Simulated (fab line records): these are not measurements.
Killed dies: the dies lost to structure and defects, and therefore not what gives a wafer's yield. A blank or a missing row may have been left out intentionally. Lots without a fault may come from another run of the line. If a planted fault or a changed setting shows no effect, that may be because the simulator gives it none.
Chamber matching + flow gf180mcu + 4 sister chambers for GF_STI_ETCH_14 on rie_si-02
The step etches Si in HBr/Cl2/O2, target depth 360 nm, time 102.9 s. 14 wafers are shown with their chamber, then 7 later ones without.

== EACH WAFER AND ITS CHAMBER ==
| wafer  | chamber | drypump_motor_current_A (A) | throttle_valve_pct (%) | oes_product_au (a.u.) |
|--------|---------|-----------------------------|------------------------|-----------------------|
| L932.3 | 1       | 5.6                         | 25.665                 | 1.010                 |
| L932.5 | 1       | 5.5                         | 25.648                 | 1.012                 |
| L932.6 | 0       | 5.7                         | 25.665                 | 1.008                 |
| L936.1 | 0       | 5.7                         | 25.656                 | 1.007                 |
| L936.2 | 2       | 5.5                         | 25.639                 | 1.012                 |
| L936.3 | 1       | 5.6                         | 25.654                 | 1.003                 |
| L937.1 | 2       | 5.5                         | 25.663                 | 1.003                 |
| L937.4 | 0       | 5.8                         | 25.642                 | 1.008                 |
| L937.6 | 3       | 6.2                         | 25.673                 | 1.015                 |
| L938.2 | 0       | 5.7                         | 25.642                 | 1.009                 |
| L938.3 | 3       | 6.3                         | 25.663                 | 1.005                 |
| L938.4 | 1       | 5.5                         | 25.650                 | 1.008                 |
| L940.1 | 2       | 5.5                         | 25.643                 | 1.003                 |
| L940.3 | 1       | 5.5                         | 25.643                 | 1.017                 |

SIGNATURES (means of the wafers above)
| reading                 | chamber 0 | chamber 1 | chamber 2 | chamber 3 | scatter within a chamber |
|-------------------------|-----------|-----------|-----------|-----------|--------------------------|
| drypump_motor_current_A | 5.725     | 5.540     | 5.500     | 6.250     | 0.0495                   |
| throttle_valve_pct      | 25.65125  | 25.65200  | 25.64833  | 25.66800  | 0.0102                   |
| oes_product_au          | 1.00800   | 1.01000   | 1.00600   | 1.01000   | 0.0046                   |
Rule: for each reading, subtract the chamber's mean from the wafer's reading, divide by that reading's scatter and square the result; add these up over the readings and take the root, which gives the wafer's distance from the chamber. If the next closest chamber is less than 2 further off than the closest, the wafer can't be placed; otherwise it belongs to the closest. How the scatter is found: for the shown wafers, subtract from each reading the mean of its chamber, square and add these, divide the total by (wafers less chambers), then take the root.

== WAFERS WHOSE CHAMBER IS MISSING ==
| wafer  | drypump_motor_current_A (A) | throttle_valve_pct (%) | oes_product_au (a.u.) |
|--------|-----------------------------|------------------------|-----------------------|
| L940.5 | 5.7                         | 25.645                 | 1.015                 |
| L952.1 | 5.7                         | 25.660                 | 1.013                 |
| L952.2 | 5.5                         | 25.647                 | 1.014                 |
| L952.6 | 6.2                         | 25.656                 | 1.006                 |
| L954.3 | 5.5                         | 25.657                 | 1.013                 |
| L954.5 | 5.5                         | 25.656                 | 1.006                 |
| L954.6 | 5.7                         | 25.640                 | 0.995                 |

== WHICH CHAMBER EACH WENT THROUGH ==
| wafer  | from the rows above          | in truth |
|--------|------------------------------|----------|
| L940.5 | can't be placed: 0 or 1      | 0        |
| L952.1 | can't be placed: 0 or 1      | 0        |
| L952.2 | can't be placed: 1 or 2      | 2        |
| L952.6 | 3                            | 3        |
| L954.3 | can't be placed: 1 or 2      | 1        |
| L954.5 | can't be placed: 2 or 1      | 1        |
| L954.6 | can't be placed: 0 or 1 or 2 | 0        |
Correctly placed: 1 of 7. Can't be placed from these rows: 6 (the true chamber is among the candidates in 6). Placed wrongly: 0.
